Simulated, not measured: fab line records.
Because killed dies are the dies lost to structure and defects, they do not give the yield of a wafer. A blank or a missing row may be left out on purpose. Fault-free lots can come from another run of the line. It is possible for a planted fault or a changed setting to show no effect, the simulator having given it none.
What tool caused it? + flow gf180mcu + 72 wafers from 24 lots sampled at 6 of the route's 602 steps

WHAT THE GAUGES READ, wafer by wafer
Not one reading of a measure or inspect step in the record can be checked against a usual standard deviation.

WHAT TOOL EACH LOT RAN ON (gives the tool, then ch and the chambers of the sampled wafers, and finally the start)
| lot  | GF_V3_SPUTTER_22             | GF_M4_SPUTTER_01             | GF_M4_SPUTTER_04             | GF_M4_METAL_ETCH_16               | GF_M5_STRIP_11                       | GF_V5_CVD_02                    |
|------|------------------------------|------------------------------|------------------------------|-----------------------------------|--------------------------------------|---------------------------------|
| L074 | pvd sputter-01, day 22 09:00 | pvd sputter-02, day 22 09:44 | pvd sputter-02, day 22 09:49 | rie metal-03 ch 0,1, day 23 09:00 | plasma asher-01 ch 0, day 26 05:41   | pecvd-03 ch 0,2, day 26 06:20   |
| L075 | pvd sputter-01, day 22 15:04 | pvd sputter-02, day 22 15:47 | pvd sputter-02, day 22 15:52 | rie metal-03 ch 0,1, day 23 14:17 | plasma asher-04 ch 0,1, day 26 11:41 | pecvd-02 ch 0,1,2, day 26 12:20 |
| L076 | pvd sputter-04, day 23 04:50 | pvd sputter-02, day 23 05:34 | pvd sputter-02, day 23 05:39 | rie metal-03 ch 0,1, day 24 04:14 | plasma asher-01 ch 0,1, day 26 23:46 | pecvd-02 ch 0, day 27 00:23     |
| L077 | pvd sputter-04, day 23 12:07 | pvd sputter-02, day 23 12:51 | pvd sputter-02, day 23 12:56 | rie metal-04 ch 0,1, day 24 11:34 | plasma asher-04 ch 0,1, day 27 06:46 | pecvd-04 ch 0,1, day 27 07:26   |
| L078 | pvd sputter-01, day 23 19:44 | pvd sputter-02, day 23 20:28 | pvd sputter-02, day 23 20:32 | rie metal-04 ch 0,1, day 24 18:53 | plasma asher-01 ch 0,1, day 27 13:16 | pecvd-03 ch 0,1, day 27 13:55   |
| L079 | pvd sputter-01, day 24 13:32 | pvd sputter-01, day 24 14:16 | pvd sputter-01, day 24 14:20 | rie metal-01 ch 0,1, day 25 12:30 | plasma asher-01 ch 0,1, day 28 06:01 | pecvd-04 ch 0,1,2, day 28 06:40 |
| L080 | pvd sputter-04, day 24 20:14 | pvd sputter-02, day 24 20:58 | pvd sputter-02, day 24 21:02 | rie metal-01 ch 0,1, day 25 18:11 | plasma asher-04 ch 0, day 28 10:53   | pecvd-04 ch 1,2, day 28 11:34   |
| L081 | pvd sputter-03, day 24 22:04 | pvd sputter-02, day 24 22:52 | pvd sputter-02, day 24 22:58 | rie metal-03 ch 0,1, day 25 20:19 | plasma asher-02 ch 0,1, day 28 12:40 | pecvd-03 ch 0,2, day 28 13:19   |
| L082 | pvd sputter-04, day 25 08:47 | pvd sputter-01, day 25 09:31 | pvd sputter-01, day 25 09:35 | rie metal-04 ch 0, day 26 06:34   | plasma asher-01 ch 0,1, day 28 23:07 | pecvd-03 ch 0,1,2, day 28 23:49 |
| L083 | pvd sputter-04, day 25 12:48 | pvd sputter-01, day 25 13:32 | pvd sputter-01, day 25 13:37 | rie metal-04 ch 0,1, day 26 10:38 | plasma asher-02 ch 0,1, day 29 02:59 | pecvd-03 ch 0,1,2, day 29 03:36 |
| L084 | pvd sputter-03, day 25 23:31 | pvd sputter-01, day 26 00:14 | pvd sputter-01, day 26 00:19 | rie metal-01 ch 1, day 26 21:00   | plasma asher-02 ch 0,1, day 29 11:49 | pecvd-02 ch 1,2, day 29 12:30   |
| L085 | pvd sputter-04, day 26 04:13 | pvd sputter-02, day 26 04:57 | pvd sputter-02, day 26 05:02 | rie metal-04 ch 0,1, day 27 01:47 | plasma asher-01 ch 0,1, day 29 15:46 | pecvd-04 ch 0,1, day 29 16:26   |
| L086 | pvd sputter-04, day 26 09:34 | pvd sputter-03, day 26 10:18 | pvd sputter-03, day 26 10:23 | rie metal-04 ch 0,1, day 27 06:49 | plasma asher-01 ch 0,1, day 29 21:03 | pecvd-04 ch 0,2, day 29 21:44   |
| L087 | pvd sputter-04, day 27 02:52 | pvd sputter-01, day 27 03:35 | pvd sputter-01, day 27 03:41 | rie metal-01 ch 0,1, day 27 23:23 | plasma asher-01 ch 1, day 30 13:20   | pecvd-02 ch 0,1,2, day 30 14:01 |
| L088 | pvd sputter-01, day 27 05:59 | pvd sputter-03, day 27 06:43 | pvd sputter-03, day 27 06:48 | rie metal-04 ch 0,1, day 28 02:46 | plasma asher-02 ch 0,1, day 30 14:56 | pecvd-02 ch 0,2, day 30 15:35   |
| L089 | pvd sputter-01, day 27 12:04 | pvd sputter-01, day 27 12:55 | pvd sputter-01, day 27 12:59 | rie metal-03 ch 0,1, day 28 08:35 | plasma asher-04 ch 0,1, day 30 20:15 | pecvd-02 ch 1,2, day 30 20:55   |
| L090 | pvd sputter-01, day 27 16:25 | pvd sputter-03, day 27 17:16 | pvd sputter-03, day 27 17:20 | rie metal-04 ch 0,1, day 28 13:23 | plasma asher-04 ch 0,1, day 30 23:26 | pecvd-02 ch 0,1,2, day 31 00:04 |
| L091 | pvd sputter-03, day 28 02:54 | pvd sputter-03, day 28 03:51 | pvd sputter-03, day 28 03:56 | rie metal-01 ch 0,1, day 28 23:53 | plasma asher-01 ch 0,1, day 31 10:32 | pecvd-04 ch 0,1,2, day 31 11:13 |
| L092 | pvd sputter-03, day 28 14:49 | pvd sputter-02, day 28 15:33 | pvd sputter-02, day 28 15:38 | rie metal-03 ch 0, day 29 11:01   | plasma asher-01 ch 0,1, day 31 20:06 | pecvd-02 ch 0,1,2, day 31 20:47 |
| L093 | pvd sputter-03, day 28 22:08 | pvd sputter-02, day 28 22:55 | pvd sputter-02, day 28 22:59 | rie metal-03 ch 0, day 29 17:10   | plasma asher-01 ch 0,1, day 32 02:01 | pecvd-02 ch 0,2, day 32 02:44   |
| L094 | pvd sputter-04, day 29 03:44 | pvd sputter-02, day 29 04:28 | pvd sputter-02, day 29 04:33 | rie metal-04 ch 0, day 29 23:47   | plasma asher-02 ch 0,1, day 32 08:33 | pecvd-02 ch 0,1, day 32 09:11   |
| L095 | pvd sputter-03, day 29 07:08 | pvd sputter-03, day 29 07:53 | pvd sputter-03, day 29 07:58 | rie metal-01 ch 0,1, day 30 02:20 | plasma asher-01 ch 0,1, day 32 10:24 | pecvd-03 ch 1,2, day 32 11:05   |
| L097 | pvd sputter-03, day 29 19:56 | pvd sputter-01, day 29 20:41 | pvd sputter-01, day 29 20:46 | rie metal-04 ch 0,1, day 30 14:57 | plasma asher-04 ch 0,1, day 32 22:51 | pecvd-02 ch 0,1,2, day 32 23:30 |
| L096 | pvd sputter-01, day 29 22:35 | pvd sputter-03, day 29 23:19 | pvd sputter-03, day 29 23:24 | rie metal-04 ch 0,1, day 30 17:26 | plasma asher-02 ch 0,1, day 33 00:13 | pecvd-03 ch 0,1, day 33 00:52   |
- GF_V3_SPUTTER_22: material TiN, target thk 10 nm, time 40 s.
- GF_M4_SPUTTER_01: material TiN, target thk 30 nm, time 25 s.
- GF_M4_SPUTTER_04: material TiN, target thk 50 nm, time 41.7 s.
- GF_M4_METAL_ETCH_16: etches the open film in Cl2/BCl3, stops on SiO2, target depth 750.8 nm, time 125.1 s.
- GF_M5_STRIP_11: strips in O2/N2.
- GF_V5_CVD_02: deposits SiO2 from TEOS, target thk 1450 nm, time 163.28 s.

WHAT THE TOOLS THEMSELVES READ (means of the sampled wafers that have a number; where no wafer has one, the mark that the record gives instead)
GF_V3_SPUTTER_22. Usual: throttle valve pct 30.0 %, standard deviation 0.85.
| lot  | tool           | throttle valve pct (%) | flag |
|------|----------------|------------------------|------|
| L074 | pvd sputter-01 | 30.6                   |      |
| L075 | pvd sputter-01 | 30.4                   |      |
| L076 | pvd sputter-04 | 29.1                   |      |
| L077 | pvd sputter-04 | 29.3                   |      |
| L078 | pvd sputter-01 | 30.3                   |      |
| L079 | pvd sputter-01 | 30.4                   |      |
| L080 | pvd sputter-04 | 29.6                   |      |
| L081 | pvd sputter-03 | 29.6                   |      |
| L082 | pvd sputter-04 | 29.2                   |      |
| L083 | pvd sputter-04 | 29.9                   |      |
| L084 | pvd sputter-03 | 30.0                   |      |
| L085 | pvd sputter-04 | 30.0                   |      |
| L086 | pvd sputter-04 | 29.1                   |      |
| L087 | pvd sputter-04 | 29.8                   |      |
| L088 | pvd sputter-01 | 30.5                   |      |
| L089 | pvd sputter-01 | 30.5                   |      |
| L090 | pvd sputter-01 | 30.6                   |      |
| L091 | pvd sputter-03 | 29.5                   |      |
| L092 | pvd sputter-03 | 29.6                   |      |
| L093 | pvd sputter-03 | 30.3                   |      |
| L094 | pvd sputter-04 | 30.6                   |      |
| L095 | pvd sputter-03 | 29.7                   |      |
| L097 | pvd sputter-03 | 29.5                   |      |
| L096 | pvd sputter-01 | 30.8                   |      |

GF_M4_SPUTTER_01. Usual: throttle valve pct 30.4 %, standard deviation 0.92.
| lot  | tool           | throttle valve pct (%) | flag |
|------|----------------|------------------------|------|
| L074 | pvd sputter-02 | 30.0                   |      |
| L075 | pvd sputter-02 | 30.1                   |      |
| L076 | pvd sputter-02 | 30.8                   |      |
| L077 | pvd sputter-02 | 30.9                   |      |
| L078 | pvd sputter-02 | 30.2                   |      |
| L079 | pvd sputter-01 | 30.4                   |      |
| L080 | pvd sputter-02 | 30.3                   |      |
| L081 | pvd sputter-02 | 30.3                   |      |
| L082 | pvd sputter-01 | 29.9                   |      |
| L083 | pvd sputter-01 | 31.0                   |      |
| L084 | pvd sputter-01 | 30.1                   |      |
| L085 | pvd sputter-02 | 30.8                   |      |
| L086 | pvd sputter-03 | 30.1                   |      |
| L087 | pvd sputter-01 | 30.8                   |      |
| L088 | pvd sputter-03 | 30.0                   |      |
| L089 | pvd sputter-01 | 30.1                   |      |
| L090 | pvd sputter-03 | 29.1                   |      |
| L091 | pvd sputter-03 | 29.7                   |      |
| L092 | pvd sputter-02 | 30.8                   |      |
| L093 | pvd sputter-02 | 30.0                   |      |
| L094 | pvd sputter-02 | 30.7                   |      |
| L095 | pvd sputter-03 | 30.0                   |      |
| L097 | pvd sputter-01 | 30.9                   |      |
| L096 | pvd sputter-03 | 29.3                   |      |

GF_M4_SPUTTER_04. Usual: throttle valve pct 30.3 %, standard deviation 0.95.
| lot  | tool           | throttle valve pct (%) | flag |
|------|----------------|------------------------|------|
| L074 | pvd sputter-02 | 30.0                   |      |
| L075 | pvd sputter-02 | 30.0                   |      |
| L076 | pvd sputter-02 | 30.8                   |      |
| L077 | pvd sputter-02 | 31.1                   |      |
| L078 | pvd sputter-02 | 29.9                   |      |
| L079 | pvd sputter-01 | 30.2                   |      |
| L080 | pvd sputter-02 | 30.3                   |      |
| L081 | pvd sputter-02 | 30.3                   |      |
| L082 | pvd sputter-01 | 29.9                   |      |
| L083 | pvd sputter-01 | 30.8                   |      |
| L084 | pvd sputter-01 | 30.1                   |      |
| L085 | pvd sputter-02 | 30.6                   |      |
| L086 | pvd sputter-03 | 30.1                   |      |
| L087 | pvd sputter-01 | 30.7                   |      |
| L088 | pvd sputter-03 | 30.0                   |      |
| L089 | pvd sputter-01 | 30.0                   |      |
| L090 | pvd sputter-03 | 28.8                   |      |
| L091 | pvd sputter-03 | 29.6                   |      |
| L092 | pvd sputter-02 | 30.9                   |      |
| L093 | pvd sputter-02 | 30.1                   |      |
| L094 | pvd sputter-02 | 30.9                   |      |
| L095 | pvd sputter-03 | 30.1                   |      |
| L097 | pvd sputter-01 | 30.7                   |      |
| L096 | pvd sputter-03 | 29.5                   |      |

GF_M4_METAL_ETCH_16. Usual: drypump motor current A 6.0 A, standard deviation 0.38; oes product au 0.988 a.u., standard deviation 0.0068; throttle valve pct 28.232 %, standard deviation 0.011.
| lot  | tool         | drypump motor current A (A) | oes product au (a.u.) | throttle valve pct (%) | flag |
|------|--------------|-----------------------------|-----------------------|------------------------|------|
| L074 | rie metal-03 | 6.3                         | 0.986                 | 28.237                 |      |
| L075 | rie metal-03 | 6.3                         | 0.986                 | 28.231                 |      |
| L076 | rie metal-03 | 6.3                         | 0.982                 | 28.231                 |      |
| L077 | rie metal-04 | 5.8                         | 0.982                 | 28.239                 |      |
| L078 | rie metal-04 | 6.0                         | 0.986                 | 28.233                 |      |
| L079 | rie metal-01 | 5.8                         | 0.994                 | 28.219                 |      |
| L080 | rie metal-01 | 5.8                         | 0.997                 | 28.221                 |      |
| L081 | rie metal-03 | 6.1                         | 0.988                 | 28.236                 |      |
| L082 | rie metal-04 | 6.1                         | 0.992                 | 28.232                 |      |
| L083 | rie metal-04 | 6.0                         | 0.994                 | 28.227                 |      |
| L084 | rie metal-01 | 5.2                         | 0.993                 | 28.233                 |      |
| L085 | rie metal-04 | 5.8                         | 0.984                 | 28.229                 |      |
| L086 | rie metal-04 | 5.8                         | 0.981                 | 28.237                 |      |
| L087 | rie metal-01 | 5.5                         | 0.987                 | 28.234                 |      |
| L088 | rie metal-04 | 6.0                         | 0.989                 | 28.236                 |      |
| L089 | rie metal-03 | 6.3                         | 0.990                 | 28.232                 |      |
| L090 | rie metal-04 | 5.8                         | 0.985                 | 28.234                 |      |
| L091 | rie metal-01 | 5.5                         | 0.987                 | 28.230                 |      |
| L092 | rie metal-03 | 6.5                         | 0.991                 | 28.227                 |      |
| L093 | rie metal-03 | 6.5                         | 0.993                 | 28.233                 |      |
| L094 | rie metal-04 | 6.1                         | 0.995                 | 28.226                 |      |
| L095 | rie metal-01 | 5.9                         | 0.990                 | 28.240                 |      |
| L097 | rie metal-04 | 6.0                         | 0.984                 | 28.230                 |      |
| L096 | rie metal-04 | 6.0                         | 0.992                 | 28.225                 |      |

GF_M5_STRIP_11. Usual: drypump motor current A 5.3 A, standard deviation 0.31; heater power w 351 W, standard deviation 35; oes product au 0.524 a.u., standard deviation 0.0045; strip time to endpoint s 7.05 s, standard deviation 0.056.
| lot  | tool            | drypump motor current A (A) | heater power w (W) | oes product au (a.u.) | strip time to endpoint s (s) | flag |
|------|-----------------|-----------------------------|--------------------|-----------------------|------------------------------|------|
| L074 | plasma asher-01 | 5.6                         | 352                | 0.524                 | 7.05                         |      |
| L075 | plasma asher-04 | 5.6                         | 343                | 0.527                 | 7.03                         |      |
| L076 | plasma asher-01 | 5.1                         | 338                | 0.525                 | 7.12                         |      |
| L077 | plasma asher-04 | 5.5                         | 344                | 0.524                 | 7.12                         |      |
| L078 | plasma asher-01 | 5.1                         | 339                | 0.520                 | 6.95                         |      |
| L079 | plasma asher-01 | 5.1                         | 337                | 0.518                 | 6.93                         |      |
| L080 | plasma asher-04 | 5.7                         | 376                | 0.525                 | 7.08                         |      |
| L081 | plasma asher-02 | 5.2                         | 396                | 0.521                 | 7.06                         |      |
| L082 | plasma asher-01 | 5.4                         | 346                | 0.527                 | 7.11                         |      |
| L083 | plasma asher-02 | 5.2                         | 395                | 0.521                 | 7.07                         |      |
| L084 | plasma asher-02 | 5.2                         | 350                | 0.523                 | 6.97                         |      |
| L085 | plasma asher-01 | 5.4                         | 347                | 0.524                 | 7.00                         |      |
| L086 | plasma asher-01 | 5.1                         | 336                | 0.519                 | 7.01                         |      |
| L087 | plasma asher-01 | 4.9                         | 327                | 0.525                 | 7.04                         |      |
| L088 | plasma asher-02 | 5.2                         | 396                | 0.526                 | 7.08                         |      |
| L089 | plasma asher-04 | 5.6                         | 359                | 0.525                 | 7.08                         |      |
| L090 | plasma asher-04 | 5.6                         | 362                | 0.522                 | 7.07                         |      |
| L091 | plasma asher-01 | 5.4                         | 345                | 0.526                 | 7.06                         |      |
| L092 | plasma asher-01 | 5.4                         | 340                | 0.527                 | 7.10                         |      |
| L093 | plasma asher-01 | 5.1                         | 341                | 0.525                 | 7.08                         |      |
| L094 | plasma asher-02 | 5.2                         | 375                | 0.526                 | 7.13                         |      |
| L095 | plasma asher-01 | 5.1                         | 334                | 0.522                 | 7.08                         |      |
| L097 | plasma asher-04 | 5.6                         | 365                | 0.520                 | 7.03                         |      |
| L096 | plasma asher-02 | 5.2                         | 345                | 0.524                 | 7.06                         |      |

GF_V5_CVD_02. Usual: heater power w 644 W, standard deviation 100.
| lot  | tool     | heater power w (W) | flag |
|------|----------|--------------------|------|
| L074 | pecvd-03 | 629                |      |
| L075 | pecvd-02 | 700                |      |
| L076 | pecvd-02 | 691                |      |
| L077 | pecvd-04 | 602                |      |
| L078 | pecvd-03 | 694                |      |
| L079 | pecvd-04 | 708                |      |
| L080 | pecvd-04 | 687                |      |
| L081 | pecvd-03 | 578                |      |
| L082 | pecvd-03 | 655                |      |
| L083 | pecvd-03 | 570                |      |
| L084 | pecvd-02 | 589                |      |
| L085 | pecvd-04 | 720                |      |
| L086 | pecvd-04 | 578                |      |
| L087 | pecvd-02 | 696                |      |
| L088 | pecvd-02 | 615                |      |
| L089 | pecvd-02 | 632                |      |
| L090 | pecvd-02 | 583                |      |
| L091 | pecvd-04 | 704                |      |
| L092 | pecvd-02 | 676                |      |
| L093 | pecvd-02 | 614                |      |
| L094 | pecvd-02 | 689                |      |
| L095 | pecvd-03 | 708                |      |
| L097 | pecvd-02 | 613                |      |
| L096 | pecvd-03 | 687                |      |

THE ANSWER, worked out from the rows above alone
Rule: a lot counts as off when the mean over its wafers that have a number is more than 3 standard deviations away from the usual mean. A lot without any number at a reading at which 4 lots or more have one is off too. Where the step has rows for the other lots, those lots are counted as sound. Order of review: gauges by route order, followed by the tools' own readings, for which a lot's mean as printed above is used. The first step at which some lot is off is used, and at that step the reading that is off furthest; a lot without a number counts as furthest.
Nothing can be told from this: no lot is off at any reading shown.

WHAT THE SIMULATOR HAD INSERTED
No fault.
